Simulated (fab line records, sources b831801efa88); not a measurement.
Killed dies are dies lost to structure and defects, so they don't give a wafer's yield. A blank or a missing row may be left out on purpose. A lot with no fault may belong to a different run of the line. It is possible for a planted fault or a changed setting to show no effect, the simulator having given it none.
fab line records || flow gf180mcu
record: {"lots": 7, "wafers": 21, "last-day": 32}
route steps=602 shown VT_IMPLANT@102
lots that met no fault: taken from a fault-free run of the same line
start-h: the number of hours between the record's first day and the start of the first shown wafer of the lot || wait-h: hours from the lot's prior step to this one || " the same as in the row above || L1.1+2: a row that stands for several wafers || - value missing, or start not given || * or withheld: withheld || < > ~ a bound
route shown NAME@n: names a module that has steps shown in the file, with the first one's number in the route || usual: the fault-free wafers' mean and standard deviation || same: alike in all rows || chamber/n: place in a boat || sites: the reading at each site || _std_site: their standard deviation || _edge_site: outer sites' mean less inner sites' || radius-mm: how far each site lies from the wafer's centre || mask NAME#n: copy n || behind: tool/chamber where the wafer was last shaped || hold: cause of the lot's hold/its duration in hours/its outcome || device: which transistor (n, p or np) failed to switch || end of line: at the end of the route, the tests of the same wafers || a step with no rows: only its recipe || killed: not the wafer's yield, but the dies lost to structure and defects at the first sort || map: a wafer's dies, x killed, . not, _ none there
set.NAME: the setting that was run; set.NAME@STEP: the one run at that earlier step || model.NAME: the simulator's own value behind a step, which no gauge read
certain route steps with their lots: each step a table, each wafer a row
services: when a tool's chamber went out of use (start-h, in hours from the record's first day, below 0 if earlier), for how many hours, and the reason
== steps ==
step: GF_VT_IMPLANT_HMDS_12
recipe: {"prime-time-s": 60, "prime-temp-c": 120}
step: GF_VT_IMPLANT_COAT_13
recipe: {"resist": "NOVOLAK", "spin-rpm": 3000, "resist-thk-nm": 1000}
step: GF_VT_IMPLANT_SOFTBAKE_14
recipe: {"temp-c": 90, "time-s": 60, "resist": "NOVOLAK"}
step: GF_VT_IMPLANT_EXPOSE_15
recipe: {"mask-id": "Nwell_LV_AREA", "target-cd-nm": 860, "na": 0.6, "source-shape": "conventional", "sigma-outer": 0.6, "dose-mj": 140}
step: GF_VT_IMPLANT_PEB_16
recipe: {"temp-c": "withheld", "time-s": "*", "resist": "NOVOLAK"}
step: GF_VT_IMPLANT_DEVELOP_17
recipe: {"develop-time-s": 60, "dev-temp-c": 23}
step: GF_VT_IMPLANT_OVL_MEAS_18
usual: {"VT_IMPLANT_01_OVL": "0.6/1.8"}
{"lot.wafer": "L416.1", "tool": "overlay-02", "chamber": "-", "start-h": 126.12, "wait-h": 0.1, "VT_IMPLANT_01_OVL[nm]": 0.7}
{"lot.wafer": "L416.3", "tool": "overlay-02", "chamber": "-", "start-h": 126.12, "wait-h": 0.1, "VT_IMPLANT_01_OVL[nm]": 2.3}
{"lot.wafer": "L416.4", "tool": "overlay-02", "chamber": "-", "start-h": 126.12, "wait-h": 0.1, "VT_IMPLANT_01_OVL[nm]": 2.1}
{"lot.wafer": "L419.2", "tool": "overlay-02", "chamber": "-", "start-h": 146.46, "wait-h": 0.1, "VT_IMPLANT_01_OVL[nm]": 1.9}
{"lot.wafer": "L419.4", "tool": "overlay-02", "chamber": "-", "start-h": 146.46, "wait-h": 0.1, "VT_IMPLANT_01_OVL[nm]": 1.8}
{"lot.wafer": "L419.5", "tool": "overlay-02", "chamber": "-", "start-h": 146.46, "wait-h": 0.1, "VT_IMPLANT_01_OVL[nm]": 1.4}
{"lot.wafer": "L421.2", "tool": "overlay-02", "chamber": "-", "start-h": 158.01, "wait-h": 0.1, "VT_IMPLANT_01_OVL[nm]": 0.4}
{"lot.wafer": "L421.4", "tool": "overlay-02", "chamber": "-", "start-h": 158.01, "wait-h": 0.1, "VT_IMPLANT_01_OVL[nm]": -2.6}
{"lot.wafer": "L421.5", "tool": "overlay-02", "chamber": "-", "start-h": 158.01, "wait-h": 0.1, "VT_IMPLANT_01_OVL[nm]": 0.6}
{"lot.wafer": "L422.1", "tool": "overlay-02", "chamber": "-", "start-h": 164.70, "wait-h": 0.1, "VT_IMPLANT_01_OVL[nm]": -0.8}
{"lot.wafer": "L422.3", "tool": "overlay-02", "chamber": "-", "start-h": 164.70, "wait-h": 0.1, "VT_IMPLANT_01_OVL[nm]": 0.7}
{"lot.wafer": "L422.5", "tool": "overlay-02", "chamber": "-", "start-h": 164.70, "wait-h": 0.1, "VT_IMPLANT_01_OVL[nm]": -1.8}
{"lot.wafer": "L423.2", "tool": "overlay-02", "chamber": "-", "start-h": 167.38, "wait-h": 0.1, "VT_IMPLANT_01_OVL[nm]": 0.4}
{"lot.wafer": "L423.5", "tool": "overlay-02", "chamber": "-", "start-h": 167.38, "wait-h": 0.1, "VT_IMPLANT_01_OVL[nm]": -0.6}
{"lot.wafer": "L423.6", "tool": "overlay-02", "chamber": "-", "start-h": 167.38, "wait-h": 0.1, "VT_IMPLANT_01_OVL[nm]": -1.0}
{"lot.wafer": "L428.2", "tool": "overlay-02", "chamber": "-", "start-h": 203.06, "wait-h": 0.1, "VT_IMPLANT_01_OVL[nm]": -4.3}
{"lot.wafer": "L428.3", "tool": "overlay-02", "chamber": "-", "start-h": 203.06, "wait-h": 0.1, "VT_IMPLANT_01_OVL[nm]": -1.5}
{"lot.wafer": "L428.5", "tool": "overlay-02", "chamber": "-", "start-h": 203.06, "wait-h": 0.1, "VT_IMPLANT_01_OVL[nm]": -2.3}
{"lot.wafer": "L429.1", "tool": "overlay-01", "chamber": "-", "start-h": 214.40, "wait-h": 0.1, "VT_IMPLANT_01_OVL[nm]": 2.1}
{"lot.wafer": "L429.3", "tool": "overlay-01", "chamber": "-", "start-h": 214.40, "wait-h": 0.1, "VT_IMPLANT_01_OVL[nm]": 2.2}
{"lot.wafer": "L429.5", "tool": "overlay-01", "chamber": "-", "start-h": 214.40, "wait-h": 0.1, "VT_IMPLANT_01_OVL[nm]": 3.1}
step: GF_VT_IMPLANT_IMPLANT_19
recipe: {"species": "As", "energy-kev": 97.64, "dose-cm2": 4.35e+12, "tilt-deg": 7}
step: GF_VT_IMPLANT_STRIP_20
recipe: {"chemistry": "O2/N2", "power-w": 1400, "pressure-mtorr": 1500, "platen-temp-c": 250, "o2-flow-sccm": 3000, "n2-flow-sccm": 300, "overash-fraction": 0.5}
usual: {"chamber-pressure-mTorr": "1499.8/1.4", "drypump-motor-current-A": "5.8/0.56", "heater-power-w": "326/22", "n2-flow-sccm": "299.9/0.89", "oes-product-au": "0.716/0.0043", "platen-temp-c": "250.03/0.17", "strip-time-to-endpoint-s": "12.62/0.039"}
same: {"overash-fraction": 0.5}
{"lot.wafer": "L416.1", "tool": "plasma-asher-01", "chamber": 0, "start-h": 126.31, "wait-h": 0.1, "chamber-pressure-mTorr": 1499.9, "drypump-motor-current-A": 5.8, "heater-power-w": 334, "n2-flow-sccm": 297.5, "oes-product-au": 0.712, "platen-temp-c": 250.27, "rf-hours-counter-h": 47, "strip-time-to-endpoint-s": 12.55}
{"lot.wafer": "L416.3", "tool": "plasma-asher-01", "chamber": 1, "start-h": 126.31, "wait-h": 0.1, "chamber-pressure-mTorr": 1497.6, "drypump-motor-current-A": 5.2, "heater-power-w": 350, "n2-flow-sccm": 298.4, "oes-product-au": 0.719, "platen-temp-c": 250.10, "rf-hours-counter-h": "-", "strip-time-to-endpoint-s": 12.59}
{"lot.wafer": "L416.4", "tool": "plasma-asher-01", "chamber": 0, "start-h": 126.31, "wait-h": 0.1, "chamber-pressure-mTorr": 1500.4, "drypump-motor-current-A": 5.8, "heater-power-w": 346, "n2-flow-sccm": 298.6, "oes-product-au": 0.711, "platen-temp-c": 250.26, "rf-hours-counter-h": "-", "strip-time-to-endpoint-s": 12.57}
{"lot.wafer": "L419.2", "tool": "plasma-asher-04", "chamber": 0, "start-h": 146.64, "wait-h": 0.1, "chamber-pressure-mTorr": 1498.2, "drypump-motor-current-A": 6.7, "heater-power-w": 307, "n2-flow-sccm": 302.2, "oes-product-au": 0.708, "platen-temp-c": 250.29, "rf-hours-counter-h": 49, "strip-time-to-endpoint-s": 12.62}
{"lot.wafer": "L419.4", "tool": "plasma-asher-04", "chamber": 0, "start-h": 146.64, "wait-h": 0.1, "chamber-pressure-mTorr": 1500.4, "drypump-motor-current-A": 6.7, "heater-power-w": 308, "n2-flow-sccm": 299.3, "oes-product-au": 0.718, "platen-temp-c": 249.84, "rf-hours-counter-h": "-", "strip-time-to-endpoint-s": 12.60}
{"lot.wafer": "L419.5", "tool": "plasma-asher-04", "chamber": 0, "start-h": 146.64, "wait-h": 0.1, "chamber-pressure-mTorr": 1501.3, "drypump-motor-current-A": 6.7, "heater-power-w": 315, "n2-flow-sccm": 301.1, "oes-product-au": 0.713, "platen-temp-c": 249.74, "rf-hours-counter-h": "-", "strip-time-to-endpoint-s": 12.64}
{"lot.wafer": "L421.2", "tool": "plasma-asher-04", "chamber": 1, "start-h": 158.19, "wait-h": 0.1, "chamber-pressure-mTorr": 1500.1, "drypump-motor-current-A": 5.5, "heater-power-w": 294, "n2-flow-sccm": 300.7, "oes-product-au": 0.718, "platen-temp-c": 250.10, "rf-hours-counter-h": 50, "strip-time-to-endpoint-s": 12.56}
{"lot.wafer": "L421.4", "tool": "plasma-asher-04", "chamber": 0, "start-h": 158.19, "wait-h": 0.1, "chamber-pressure-mTorr": 1498.5, "drypump-motor-current-A": 6.7, "heater-power-w": 309, "n2-flow-sccm": 298.7, "oes-product-au": 0.710, "platen-temp-c": 250.06, "rf-hours-counter-h": "-", "strip-time-to-endpoint-s": 12.55}
{"lot.wafer": "L421.5", "tool": "plasma-asher-04", "chamber": 1, "start-h": 158.19, "wait-h": 0.1, "chamber-pressure-mTorr": 1497.1, "drypump-motor-current-A": 5.5, "heater-power-w": 294, "n2-flow-sccm": 299.9, "oes-product-au": 0.712, "platen-temp-c": 250.12, "rf-hours-counter-h": "-", "strip-time-to-endpoint-s": 12.56}
{"lot.wafer": "L422.1", "tool": "plasma-asher-01", "chamber": 1, "start-h": 164.89, "wait-h": 0.1, "chamber-pressure-mTorr": 1498.3, "drypump-motor-current-A": 5.2, "heater-power-w": 342, "n2-flow-sccm": 299.5, "oes-product-au": 0.716, "platen-temp-c": 250.11, "rf-hours-counter-h": 51, "strip-time-to-endpoint-s": 12.57}
{"lot.wafer": "L422.3", "tool": "plasma-asher-01", "chamber": 1, "start-h": 164.89, "wait-h": 0.1, "chamber-pressure-mTorr": 1498.9, "drypump-motor-current-A": 5.2, "heater-power-w": 350, "n2-flow-sccm": 300.1, "oes-product-au": 0.708, "platen-temp-c": 249.97, "rf-hours-counter-h": "-", "strip-time-to-endpoint-s": 12.62}
{"lot.wafer": "L422.5", "tool": "plasma-asher-01", "chamber": 0, "start-h": 164.89, "wait-h": 0.1, "chamber-pressure-mTorr": 1499.1, "drypump-motor-current-A": 5.8, "heater-power-w": 334, "n2-flow-sccm": 300.2, "oes-product-au": 0.715, "platen-temp-c": 249.81, "rf-hours-counter-h": "-", "strip-time-to-endpoint-s": 12.52}
{"lot.wafer": "L423.2", "tool": "plasma-asher-04", "chamber": 0, "start-h": 167.56, "wait-h": 0.1, "chamber-pressure-mTorr": 1499.5, "drypump-motor-current-A": 6.7, "heater-power-w": 301, "n2-flow-sccm": 300.6, "oes-product-au": 0.716, "platen-temp-c": 250.02, "rf-hours-counter-h": 51, "strip-time-to-endpoint-s": 12.60}
{"lot.wafer": "L423.5", "tool": "plasma-asher-04", "chamber": 0, "start-h": 167.56, "wait-h": 0.1, "chamber-pressure-mTorr": 1500.1, "drypump-motor-current-A": 6.7, "heater-power-w": 309, "n2-flow-sccm": 301.0, "oes-product-au": 0.720, "platen-temp-c": 249.86, "rf-hours-counter-h": "-", "strip-time-to-endpoint-s": 12.62}
{"lot.wafer": "L423.6", "tool": "plasma-asher-04", "chamber": 1, "start-h": 167.56, "wait-h": 0.1, "chamber-pressure-mTorr": 1498.6, "drypump-motor-current-A": 5.5, "heater-power-w": 292, "n2-flow-sccm": 300.2, "oes-product-au": 0.710, "platen-temp-c": 250.02, "rf-hours-counter-h": "-", "strip-time-to-endpoint-s": 12.59}
{"lot.wafer": "L428.2", "tool": "plasma-asher-01", "chamber": 0, "start-h": 203.24, "wait-h": 0.1, "chamber-pressure-mTorr": 1498.3, "drypump-motor-current-A": 5.8, "heater-power-w": 341, "n2-flow-sccm": 298.5, "oes-product-au": 0.717, "platen-temp-c": 249.97, "rf-hours-counter-h": 55, "strip-time-to-endpoint-s": 12.67}
{"lot.wafer": "L428.3", "tool": "plasma-asher-01", "chamber": 0, "start-h": 203.24, "wait-h": 0.1, "chamber-pressure-mTorr": 1498.9, "drypump-motor-current-A": 5.8, "heater-power-w": 346, "n2-flow-sccm": 300.3, "oes-product-au": 0.713, "platen-temp-c": 250.06, "rf-hours-counter-h": "-", "strip-time-to-endpoint-s": 12.64}
{"lot.wafer": "L428.5", "tool": "plasma-asher-01", "chamber": 1, "start-h": 203.24, "wait-h": 0.1, "chamber-pressure-mTorr": 1501.1, "drypump-motor-current-A": 5.2, "heater-power-w": 354, "n2-flow-sccm": 300.4, "oes-product-au": 0.718, "platen-temp-c": 250.03, "rf-hours-counter-h": "-", "strip-time-to-endpoint-s": 12.65}
{"lot.wafer": "L429.1", "tool": "plasma-asher-04", "chamber": 0, "start-h": 214.59, "wait-h": 0.1, "chamber-pressure-mTorr": 1499.9, "drypump-motor-current-A": 6.7, "heater-power-w": 310, "n2-flow-sccm": 300.9, "oes-product-au": 0.721, "platen-temp-c": 249.88, "rf-hours-counter-h": 56, "strip-time-to-endpoint-s": 12.62}
{"lot.wafer": "L429.3", "tool": "plasma-asher-04", "chamber": 1, "start-h": 214.59, "wait-h": 0.1, "chamber-pressure-mTorr": 1498.7, "drypump-motor-current-A": 5.5, "heater-power-w": 298, "n2-flow-sccm": 299.3, "oes-product-au": 0.715, "platen-temp-c": 250.24, "rf-hours-counter-h": "-", "strip-time-to-endpoint-s": 12.62}
{"lot.wafer": "L429.5", "tool": "plasma-asher-04", "chamber": 1, "start-h": 214.59, "wait-h": 0.1, "chamber-pressure-mTorr": 1500.2, "drypump-motor-current-A": 5.5, "heater-power-w": 300, "n2-flow-sccm": 301.3, "oes-product-au": 0.713, "platen-temp-c": 249.86, "rf-hours-counter-h": "-", "strip-time-to-endpoint-s": 12.61}
step: GF_VT_IMPLANT_TW_MEAS_21
usual: {"VT_IMPLANT_2_TW": "1210/12"}
{"lot.wafer": "L416.1", "tool": "film-metro-04", "chamber": "-", "start-h": 126.41, "wait-h": 0.1, "VT_IMPLANT_2_TW": 1225}
{"lot.wafer": "L416.3", "tool": "film-metro-04", "chamber": "-", "start-h": 126.41, "wait-h": 0.1, "VT_IMPLANT_2_TW": 1220}
{"lot.wafer": "L416.4", "tool": "film-metro-04", "chamber": "-", "start-h": 126.41, "wait-h": 0.1, "VT_IMPLANT_2_TW": 1228}
{"lot.wafer": "L419.2", "tool": "film-metro-01", "chamber": "-", "start-h": 146.75, "wait-h": 0.1, "VT_IMPLANT_2_TW": 1183}
{"lot.wafer": "L419.4", "tool": "film-metro-01", "chamber": "-", "start-h": 146.75, "wait-h": 0.1, "VT_IMPLANT_2_TW": 1193}
{"lot.wafer": "L419.5", "tool": "film-metro-01", "chamber": "-", "start-h": 146.75, "wait-h": 0.1, "VT_IMPLANT_2_TW": 1178}
{"lot.wafer": "L421.2", "tool": "film-metro-04", "chamber": "-", "start-h": 158.30, "wait-h": 0.1, "VT_IMPLANT_2_TW": 1219}
{"lot.wafer": "L421.4", "tool": "film-metro-04", "chamber": "-", "start-h": 158.30, "wait-h": 0.1, "VT_IMPLANT_2_TW": 1217}
{"lot.wafer": "L421.5", "tool": "film-metro-04", "chamber": "-", "start-h": 158.30, "wait-h": 0.1, "VT_IMPLANT_2_TW": 1224}
{"lot.wafer": "L422.1", "tool": "film-metro-04", "chamber": "-", "start-h": 164.99, "wait-h": 0.1, "VT_IMPLANT_2_TW": 1214}
{"lot.wafer": "L422.3", "tool": "film-metro-04", "chamber": "-", "start-h": 164.99, "wait-h": 0.1, "VT_IMPLANT_2_TW": 1213}
{"lot.wafer": "L422.5", "tool": "film-metro-04", "chamber": "-", "start-h": 164.99, "wait-h": 0.1, "VT_IMPLANT_2_TW": 1214}
{"lot.wafer": "L423.2", "tool": "film-metro-02", "chamber": "-", "start-h": 167.71, "wait-h": 0.1, "VT_IMPLANT_2_TW": 1209}
{"lot.wafer": "L423.5", "tool": "film-metro-02", "chamber": "-", "start-h": 167.71, "wait-h": 0.1, "VT_IMPLANT_2_TW": 1214}
{"lot.wafer": "L423.6", "tool": "film-metro-02", "chamber": "-", "start-h": 167.71, "wait-h": 0.1, "VT_IMPLANT_2_TW": 1217}
{"lot.wafer": "L428.2", "tool": "film-metro-04", "chamber": "-", "start-h": 203.35, "wait-h": 0.1, "VT_IMPLANT_2_TW": 1218}
{"lot.wafer": "L428.3", "tool": "film-metro-04", "chamber": "-", "start-h": 203.35, "wait-h": 0.1, "VT_IMPLANT_2_TW": 1222}
{"lot.wafer": "L428.5", "tool": "film-metro-04", "chamber": "-", "start-h": 203.35, "wait-h": 0.1, "VT_IMPLANT_2_TW": 1211}
{"lot.wafer": "L429.1", "tool": "film-metro-04", "chamber": "-", "start-h": 214.69, "wait-h": 0.1, "VT_IMPLANT_2_TW": 1217}
{"lot.wafer": "L429.3", "tool": "film-metro-04", "chamber": "-", "start-h": 214.69, "wait-h": 0.1, "VT_IMPLANT_2_TW": 1221}
{"lot.wafer": "L429.5", "tool": "film-metro-04", "chamber": "-", "start-h": 214.69, "wait-h": 0.1, "VT_IMPLANT_2_TW": 1220}
step: GF_VT_IMPLANT_DEHYDRATE_22
recipe: {"temp-c": 200, "time-s": 60}
step: GF_VT_IMPLANT_HMDS_23
recipe: {"prime-time-s": 60, "prime-temp-c": 120}
step: GF_VT_IMPLANT_COAT_24
recipe: {"resist": "NOVOLAK", "spin-rpm": 3000, "resist-thk-nm": 1000}
usual: {"chill-plate-temp-C": "23.00/0.094", "dispense-pressure-kPa": "52.9/2.3", "exhaust-pa": "45.1/0.84", "resist-line-temp-C": "23.02/0.11"}
{"lot.wafer": "L416.1", "tool": "litho-track-03", "chamber": 0, "start-h": 133.28, "wait-h": 0.1, "chill-plate-temp-C": 22.95, "dispense-pressure-kPa": 50.5, "exhaust-pa": 44.1, "resist-line-temp-C": 23.20}
{"lot.wafer": "L416.3", "tool": "litho-track-03", "chamber": 0, "start-h": 133.28, "wait-h": 0.1, "chill-plate-temp-C": 23.02, "dispense-pressure-kPa": 50.4, "exhaust-pa": 43.4, "resist-line-temp-C": 22.96}
{"lot.wafer": "L416.4", "tool": "litho-track-03", "chamber": 0, "start-h": 133.28, "wait-h": 0.1, "chill-plate-temp-C": 23.01, "dispense-pressure-kPa": 50.4, "exhaust-pa": 43.4, "resist-line-temp-C": 23.10}
{"lot.wafer": "L419.2", "tool": "litho-track-04", "chamber": 0, "start-h": 153.80, "wait-h": 0.1, "chill-plate-temp-C": 22.75, "dispense-pressure-kPa": 55.8, "exhaust-pa": 45.0, "resist-line-temp-C": 23.12}
{"lot.wafer": "L419.4", "tool": "litho-track-04", "chamber": 0, "start-h": 153.80, "wait-h": 0.1, "chill-plate-temp-C": 22.91, "dispense-pressure-kPa": 55.8, "exhaust-pa": 44.2, "resist-line-temp-C": 23.00}
{"lot.wafer": "L419.5", "tool": "litho-track-04", "chamber": 0, "start-h": 153.80, "wait-h": 0.1, "chill-plate-temp-C": 22.85, "dispense-pressure-kPa": 55.8, "exhaust-pa": 45.8, "resist-line-temp-C": 23.15}
{"lot.wafer": "L421.2", "tool": "litho-track-02", "chamber": "-", "start-h": 165.78, "wait-h": 0.1, "chill-plate-temp-C": "-", "dispense-pressure-kPa": "-", "exhaust-pa": "-", "resist-line-temp-C": "-"}
{"lot.wafer": "L421.4", "tool": "litho-track-02", "chamber": "-", "start-h": 165.78, "wait-h": 0.1, "chill-plate-temp-C": "-", "dispense-pressure-kPa": "-", "exhaust-pa": "-", "resist-line-temp-C": "-"}
{"lot.wafer": "L421.5", "tool": "litho-track-02", "chamber": "-", "start-h": 165.78, "wait-h": 0.1, "chill-plate-temp-C": "-", "dispense-pressure-kPa": "-", "exhaust-pa": "-", "resist-line-temp-C": "-"}
{"lot.wafer": "L422.1", "tool": "litho-track-04", "chamber": "-", "start-h": 172.67, "wait-h": 0.1, "chill-plate-temp-C": "-", "dispense-pressure-kPa": "-", "exhaust-pa": "-", "resist-line-temp-C": "-"}
{"lot.wafer": "L422.3", "tool": "litho-track-04", "chamber": "-", "start-h": 172.67, "wait-h": 0.1, "chill-plate-temp-C": "-", "dispense-pressure-kPa": "-", "exhaust-pa": "-", "resist-line-temp-C": "-"}
{"lot.wafer": "L422.5", "tool": "litho-track-04", "chamber": "-", "start-h": 172.67, "wait-h": 0.1, "chill-plate-temp-C": "-", "dispense-pressure-kPa": "-", "exhaust-pa": "-", "resist-line-temp-C": "-"}
{"lot.wafer": "L423.2", "tool": "litho-track-02", "chamber": "-", "start-h": 176.03, "wait-h": 0.1, "chill-plate-temp-C": "-", "dispense-pressure-kPa": "-", "exhaust-pa": "-", "resist-line-temp-C": "-"}
{"lot.wafer": "L423.5", "tool": "litho-track-02", "chamber": "-", "start-h": 176.03, "wait-h": 0.1, "chill-plate-temp-C": "-", "dispense-pressure-kPa": "-", "exhaust-pa": "-", "resist-line-temp-C": "-"}
{"lot.wafer": "L423.6", "tool": "litho-track-02", "chamber": "-", "start-h": 176.03, "wait-h": 0.1, "chill-plate-temp-C": "-", "dispense-pressure-kPa": "-", "exhaust-pa": "-", "resist-line-temp-C": "-"}
{"lot.wafer": "L428.2", "tool": "litho-track-02", "chamber": 0, "start-h": 211.78, "wait-h": 0.1, "chill-plate-temp-C": 22.84, "dispense-pressure-kPa": 51.8, "exhaust-pa": 44.7, "resist-line-temp-C": 22.79}
{"lot.wafer": "L428.3", "tool": "litho-track-02", "chamber": 0, "start-h": 211.78, "wait-h": 0.1, "chill-plate-temp-C": 23.01, "dispense-pressure-kPa": 51.8, "exhaust-pa": 45.2, "resist-line-temp-C": 22.82}
{"lot.wafer": "L428.5", "tool": "litho-track-02", "chamber": 0, "start-h": 211.78, "wait-h": 0.1, "chill-plate-temp-C": 23.11, "dispense-pressure-kPa": 51.8, "exhaust-pa": 44.6, "resist-line-temp-C": 22.96}
{"lot.wafer": "L429.1", "tool": "litho-track-03", "chamber": 0, "start-h": 222.87, "wait-h": 0.1, "chill-plate-temp-C": 22.87, "dispense-pressure-kPa": 50.4, "exhaust-pa": 45.6, "resist-line-temp-C": 22.97}
{"lot.wafer": "L429.3", "tool": "litho-track-03", "chamber": 0, "start-h": 222.87, "wait-h": 0.1, "chill-plate-temp-C": 22.92, "dispense-pressure-kPa": 50.4, "exhaust-pa": 45.1, "resist-line-temp-C": 22.91}
{"lot.wafer": "L429.5", "tool": "litho-track-03", "chamber": 0, "start-h": 222.87, "wait-h": 0.1, "chill-plate-temp-C": 23.15, "dispense-pressure-kPa": 50.4, "exhaust-pa": 46.0, "resist-line-temp-C": 22.98}
step: GF_VT_IMPLANT_SOFTBAKE_25
recipe: {"temp-c": 90, "time-s": 60, "resist": "NOVOLAK"}
step: GF_VT_IMPLANT_EXPOSE_26
recipe: {"mask-id": "LVPWELL_HV_AREA", "target-cd-nm": 860, "na": 0.6, "source-shape": "conventional", "sigma-outer": 0.6, "dose-mj": 140}
step: GF_VT_IMPLANT_PEB_27
recipe: {"temp-c": "withheld", "time-s": "*", "resist": "NOVOLAK"}
step: GF_VT_IMPLANT_DEVELOP_28
recipe: {"develop-time-s": 60, "dev-temp-c": 23}
step: GF_VT_IMPLANT_OVL_MEAS_29
usual: {"VT_IMPLANT_02_OVL": "0.6/1.3"}
{"lot.wafer": "L416.1", "tool": "overlay-02", "chamber": "-", "start-h": 141.25, "wait-h": 0.1, "VT_IMPLANT_02_OVL[nm]": 0.3}
{"lot.wafer": "L416.3", "tool": "overlay-02", "chamber": "-", "start-h": 141.25, "wait-h": 0.1, "VT_IMPLANT_02_OVL[nm]": -0.4}
{"lot.wafer": "L416.4", "tool": "overlay-02", "chamber": "-", "start-h": 141.25, "wait-h": 0.1, "VT_IMPLANT_02_OVL[nm]": 0.2}
{"lot.wafer": "L419.2", "tool": "overlay-01", "chamber": "-", "start-h": 161.93, "wait-h": 0.1, "VT_IMPLANT_02_OVL[nm]": -0.4}
{"lot.wafer": "L419.4", "tool": "overlay-01", "chamber": "-", "start-h": 161.93, "wait-h": 0.1, "VT_IMPLANT_02_OVL[nm]": 0.1}
{"lot.wafer": "L419.5", "tool": "overlay-01", "chamber": "-", "start-h": 161.93, "wait-h": 0.1, "VT_IMPLANT_02_OVL[nm]": 0.6}
{"lot.wafer": "L421.2", "tool": "overlay-01", "chamber": "-", "start-h": 174.16, "wait-h": 0.1, "VT_IMPLANT_02_OVL[nm]": "-"}
{"lot.wafer": "L421.4", "tool": "overlay-01", "chamber": "-", "start-h": 174.16, "wait-h": 0.1, "VT_IMPLANT_02_OVL[nm]": "-"}
{"lot.wafer": "L421.5", "tool": "overlay-01", "chamber": "-", "start-h": 174.16, "wait-h": 0.1, "VT_IMPLANT_02_OVL[nm]": "-"}
{"lot.wafer": "L422.1", "tool": "overlay-02", "chamber": "-", "start-h": 181.27, "wait-h": 0.1, "VT_IMPLANT_02_OVL[nm]": "-"}
{"lot.wafer": "L422.3", "tool": "overlay-02", "chamber": "-", "start-h": 181.27, "wait-h": 0.1, "VT_IMPLANT_02_OVL[nm]": "-"}
{"lot.wafer": "L422.5", "tool": "overlay-02", "chamber": "-", "start-h": 181.27, "wait-h": 0.1, "VT_IMPLANT_02_OVL[nm]": "-"}
{"lot.wafer": "L423.2", "tool": "overlay-01", "chamber": "-", "start-h": 184.03, "wait-h": 0.1, "VT_IMPLANT_02_OVL[nm]": "-"}
{"lot.wafer": "L423.5", "tool": "overlay-01", "chamber": "-", "start-h": 184.03, "wait-h": 0.1, "VT_IMPLANT_02_OVL[nm]": "-"}
{"lot.wafer": "L423.6", "tool": "overlay-01", "chamber": "-", "start-h": 184.03, "wait-h": 0.1, "VT_IMPLANT_02_OVL[nm]": "-"}
{"lot.wafer": "L428.2", "tool": "overlay-01", "chamber": "-", "start-h": 220.68, "wait-h": 0.1, "VT_IMPLANT_02_OVL[nm]": 0.5}
{"lot.wafer": "L428.3", "tool": "overlay-01", "chamber": "-", "start-h": 220.68, "wait-h": 0.1, "VT_IMPLANT_02_OVL[nm]": -1.2}
{"lot.wafer": "L428.5", "tool": "overlay-01", "chamber": "-", "start-h": 220.68, "wait-h": 0.1, "VT_IMPLANT_02_OVL[nm]": 0.3}
{"lot.wafer": "L429.1", "tool": "overlay-01", "chamber": "-", "start-h": 232.07, "wait-h": 0.1, "VT_IMPLANT_02_OVL[nm]": 1.0}
{"lot.wafer": "L429.3", "tool": "overlay-01", "chamber": "-", "start-h": 232.07, "wait-h": 0.1, "VT_IMPLANT_02_OVL[nm]": 0.6}
{"lot.wafer": "L429.5", "tool": "overlay-01", "chamber": "-", "start-h": 232.07, "wait-h": 0.1, "VT_IMPLANT_02_OVL[nm]": 1.8}
step: GF_VT_IMPLANT_IMPLANT_30
recipe: {"species": "B", "energy-kev": 25, "dose-cm2": 2.62e+12, "tilt-deg": 7}
== services ==
{"tool": "plasma-asher-01", "chamber": "-", "start-h": 214.20, "hours": 1.1, "kind": "repair"}
== key ==
first-sign: {"step": "GF_VT_IMPLANT_COAT_24", "reading": "tool-record", "direction": "missing"}
effect: {"step": "GF_VT_IMPLANT_OVL_MEAS_29", "reading": "VT_IMPLANT_02_OVL", "direction": "missing"}
met-at GF_VT_IMPLANT_COAT_24
struck-wafers L421.2,L421.4,L421.5,L422.1,L422.3,L422.5,L423.2,L423.5,L423.6
rows-end L421.4,L422.3,L422.5,L423.2,L423.5
later-rows-left-out L421.2,L421.5,L422.1,L423.6
sort-left-out L421.2,L421.5,L422.1,L423.6
tester-left-out L421,L422,L423
onset-between 153.80 165.78
fault: {"kind": "skipped-step-whole", "tool": "litho-track-02,litho-track-04", "chamber": "-", "onset-h": 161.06, "steps": "GF_VT_IMPLANT_COAT_24", "scope": "struck-lots-only"}
tester-left-out: of these lots the tester's yield and bins aren't shown, on N5 and GAA mostly nor the transistor test; their killed dies are dies lost to structure and defects alone, not to doping, threshold or leakage, so they don't give the yield
sort-left-out: the simulated sort isn't trusted on such a fault, so these wafers' sort isn't shown, and their yield isn't known
later-rows-left-out: the simulator's readings of these wafers behind a module that went badly wrong aren't trusted and aren't shown, but for the sort
rows-end: these wafers met a further fault down the route, and their rows from its step on are left out
